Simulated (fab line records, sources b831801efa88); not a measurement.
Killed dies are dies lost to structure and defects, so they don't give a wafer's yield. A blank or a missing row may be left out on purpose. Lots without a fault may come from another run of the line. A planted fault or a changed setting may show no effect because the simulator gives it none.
Problem report in the 8D (eight disciplines) form, filled by code | flow sky130 | the parts of the form that need people (team, actions taken, sign-off) are left out

1. THE PROBLEM
run_length_s at SKY_VIA4_SOFTBAKE_07 reads a mean of 106.75 s on 1 wafer of 1 lot; wafers without a fault read 89.33 s with a standard deviation of 0.13. That is +99 or more standard deviations from the usual mean.
The step: time 60 s.
First seen on wafer L233.6, day 45 19:56, on litho_track-03. The record holds 15 wafers of 5 lots with a number at this step. Rule for "out", or "out of limits": more than 4 standard deviations from the usual mean. The other wafers with a number count as sound.

2. WHAT IT IS AND WHAT IT IS NOT
question                    | is                | is not
which readings at this step | run_length_s      | heater_power_total_W
which lots                  | L233              | L223, L225, L237, L244
which wafers of those lots  | L233.6            | L233.2, L233.3
read on which tools         | litho_track-03    | litho_track-01, litho_track-04
when                        | from day 45 19:56 | up to then (8 sound wafers); but 6 sound wafers of L237, L244 came after

3. SUSPECTS, AND WHAT RULES EACH OUT
Counting: a tool at a process step up to the reading stays a suspect if it ran every lot that is out. Sound lots after the first of them don't rule it out here, since some wafers of a struck lot are sound.
- rie_metal-01 at SKY_METAL4_METAL_ETCH_18 (etches the open film in Cl2/BCl3, stops on SiO2, target depth 845 nm, time 183.1 s): kept. It ran the lot that is out, L233 (day 45 08:23); its last sound lot up to then is L223 (day 42 06:02).
- plasma_asher-02 at SKY_METAL4_STRIP_19 (strips in O2/N2): kept. It ran the lot that is out, L233 (day 45 08:34); its last sound lot up to then is L225 (day 43 05:16).
- cmp-01 at SKY_VIA4_CMP_02 (polishes SiO2): kept. It ran the lot that is out, L233 (day 45 09:23); its last sound lot up to then is L225 (day 43 06:11).
- litho_track-03 at SKY_VIA4_SOFTBAKE_07 (time 60 s): kept. It ran the lot that is out, L233 (day 45 19:56); its last sound lot up to then is L225 (day 43 16:49). Its own readings are out on those wafers: run_length_s.
Left after counting: rie_metal-01 at SKY_METAL4_METAL_ETCH_18, plasma_asher-02 at SKY_METAL4_STRIP_19, cmp-01 at SKY_VIA4_CMP_02, litho_track-03 at SKY_VIA4_SOFTBAKE_07.

4. THE CAUSE (what the simulator had put in)
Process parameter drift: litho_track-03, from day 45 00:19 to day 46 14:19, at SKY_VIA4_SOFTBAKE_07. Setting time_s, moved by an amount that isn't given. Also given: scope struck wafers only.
Counting left 4 suspects, and this tool is among them.

5. THE CHAIN OF EFFECTS, in route order
Each row: a reading whose mean over the struck wafers that have a number lies more than 3 standard deviations from the usual. Only readings for which the record gives a usual standard deviation are gone through. hours: the time from each lot's start at the first step in this table that gives one to its start at this step, as a median over the lots. sigmas: the change in usual standard deviations.
hours | step                 | reading      | usual   | on struck wafers | change | sigmas
0     | SKY_VIA4_SOFTBAKE_07 | run_length_s | 89.33 s | 106.75           | +17.42 | +99 or more
The process steps in it:
- SKY_VIA4_SOFTBAKE_07: time 60 s.

6. WHAT WOULD HAVE CAUGHT IT SOONER
In this record the first reading out of limits was taken at day 45 19:56, 20 hours after the fault began at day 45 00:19.
